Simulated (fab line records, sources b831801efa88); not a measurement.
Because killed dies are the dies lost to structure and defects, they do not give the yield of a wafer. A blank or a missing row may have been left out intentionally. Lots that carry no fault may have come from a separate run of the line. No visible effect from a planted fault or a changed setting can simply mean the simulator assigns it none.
Comparing a struck lot with a sound one | flow sky130 | 37 steps out of a route of 708
Sound: wafers L509.1, L509.2, L509.4. Wafers L519.2, L519.4, L519.6 were the ones struck. The cause is given at the end.
For every step that has rows: the tool of each side, followed by ch and its chambers, followed by its first start. Under that, the readings that differ: sound wafers | struck wafers | difference of the means | sigmas: that difference in standard deviations of wafers without a fault.
alike: readings with means less than 2 such deviations apart, plus words and numbers identical on both sides. not compared: withheld readings, readings lacking a value on some wafer, bounds such as >300 that could conceal the same value, and numbers that have no deviation in the record and whose values overlap.
The two part at a step that has a row with sigmas, a row that says differs or no value, or rows on one side only. When numbers do not overlap yet have no deviation, they are printed without sigmas and do not part them. Lack of a reading on every wafer of one side parts them only where that side has two or more wafers.

first, 9 steps without rows for these wafers: SKY_VIA3_SPUTTER_20 (material TiN, target thk 20 nm, time 81.96 s); SKY_VIA3_CVD_21 (deposits W, target thk 390 nm, time 117.31 s); SKY_VIA3_CMP_24 (polishes, stops on SiO2, t overpolish 20 s, target thk 0 nm); SKY_METAL4_SPUTTER_00 (material Ti, target thk 15 nm, time 10 s); SKY_METAL4_SPUTTER_01 (material TiN, target thk 20 nm, time 16.7 s); SKY_METAL4_SPUTTER_02 (material AlCu, target thk 735 nm, time 39.1 s); SKY_METAL4_SPUTTER_03 (material Ti, target thk 5 nm, time 3.3 s); SKY_METAL4_SPUTTER_04 (material TiN, target thk 70 nm, time 58.3 s); SKY_CAP2M_CVD_00 (deposits SiO2, target thk 15.5 nm).
SKY_CAP2M_SPUTTER_02: material TiN, target thk 200 nm, time 166.7 s.
  sound on pvd sputter-01, day 42 02:01; struck on pvd sputter-01, day 44 22:20
  alike: chamber pressure pa, throttle valve pct
  not compared: model.TiN_of_CAP2M_SPUTTER_02.thk nm
SKY_CAP2M_RS_MEAS_03: measures by four-point-probe.
  sound on film metro-04, day 42 02:07; struck on film metro-01, day 44 22:45
  alike: CAP2M_TIN_RS
  not compared: hold
SKY_CAP2M_THK_MEAS_04: measures by xrf.
  sound on film metro-04, day 42 02:14; struck on film metro-01, day 45 04:51
  alike: CAP2M_TIN_THK
  not compared: hold
then, 6 steps without rows for these wafers: SKY_CAP2M_HMDS_06 (prime time 60 s); SKY_CAP2M_COAT_07 (resist thk 1140 nm); SKY_CAP2M_SOFTBAKE_08 (time 60 s); SKY_CAP2M_EXPOSE_09 (exposes mask CAP2M, target cd 1000 nm); SKY_CAP2M_PEB_10; SKY_CAP2M_DEVELOP_11 (develop time 60 s).
SKY_CAP2M_METAL_ETCH_13: etches TiN in Cl2/BCl3, stops on SiO2, target depth 220 nm, time 62.9 s.
  sound on rie metal-01 ch 1, day 43 01:25; struck on rie metal-02 ch 0,1, day 45 19:01
  reading                     | sound          | struck         | difference | sigmas
  drypump motor current A (A) | 5.24 5.23 5.22 | 5.76 5.75 5.70 | +0.51      | +2
  alike: oes product au, throttle valve pct
  not compared: rf hours counter h, model.etch.depth nm, model.CAP2M.feature depth nm
then, 16 steps without rows for these wafers: SKY_CAP2M_STRIP_14 (strips in O2/N2); SKY_CAP2M_STRIP_15 (strips in post etch residue remover, time 1200 s); SKY_CAP2M_CLEAN_16 (cleans in IPA, time 180 s); SKY_CAP2M_CLEAN_17 (cleans in O3/DIW); SKY_METAL4_DEHYDRATE_05 (time 60 s); SKY_METAL4_HMDS_06 (prime time 60 s); SKY_METAL4_COAT_07 (resist thk 60 nm); SKY_METAL4_COAT_08 (resist thk 1140 nm); SKY_METAL4_SOFTBAKE_09 (time 90 s); SKY_METAL4_EXPOSE_10 (exposes mask MM4, target cd 300 nm); SKY_METAL4_PEB_11; SKY_METAL4_DEVELOP_12 (develop time 60 s); SKY_METAL4_DESCUM_15 (chemistry O2, time 8 s); SKY_METAL4_ETCH_16 (etches BARC in N2/H2, stops on SiO2, time 88.2 s, target depth 60 nm); SKY_METAL4_ETCH_17 (etches SiO2 in C4F8/O2/Ar, stops on TiN, time 3.9 s, target depth 15 nm); SKY_METAL4_METAL_ETCH_18 (etches the open film in Cl2/BCl3, stops on SiO2, target depth 845 nm, time 183.1 s).
SKY_METAL4_STRIP_20: strips in post etch residue remover, time 1200 s.
  sound on wet bench-04 ch 1, day 44 02:03; struck on wet bench-03 ch 3, day 46 17:02
  alike: temp c
  not compared: model.TiN_of_CAP2M_SPUTTER_02.thk nm
-- the record jumps here: 3 days lie between the struck wafers' starts before and after (it left off in module METAL4 and takes up again in module PAD_OPEN, whose first step shown is number 708 of the route) --
SKY_PAD_OPEN_PROBE_99:
  sound on prober-02, day 47 19:57; struck on prober-01, day 50 00:22
  alike: defect limited yield, killed_at_M0_to_M3, killed_at_M4_up, killed at contacts, killed at front end, killed at other, killed dies, killed open, killed short, sort_bin_3_pad_short, sort_bin_5_function, sort_bin_6_memory, sort n pass, sort yield pct
  not compared: model.etest.cap mim2.plate ohm sq

## WHERE THEY PART
Within this record, at SKY_CAP2M_METAL_ETCH_13 only. Later steps at which nothing parts them and some readings are alike: SKY_METAL4_STRIP_20, SKY_PAD_OPEN_PROBE_99.

WHY: the cause the simulator had injected
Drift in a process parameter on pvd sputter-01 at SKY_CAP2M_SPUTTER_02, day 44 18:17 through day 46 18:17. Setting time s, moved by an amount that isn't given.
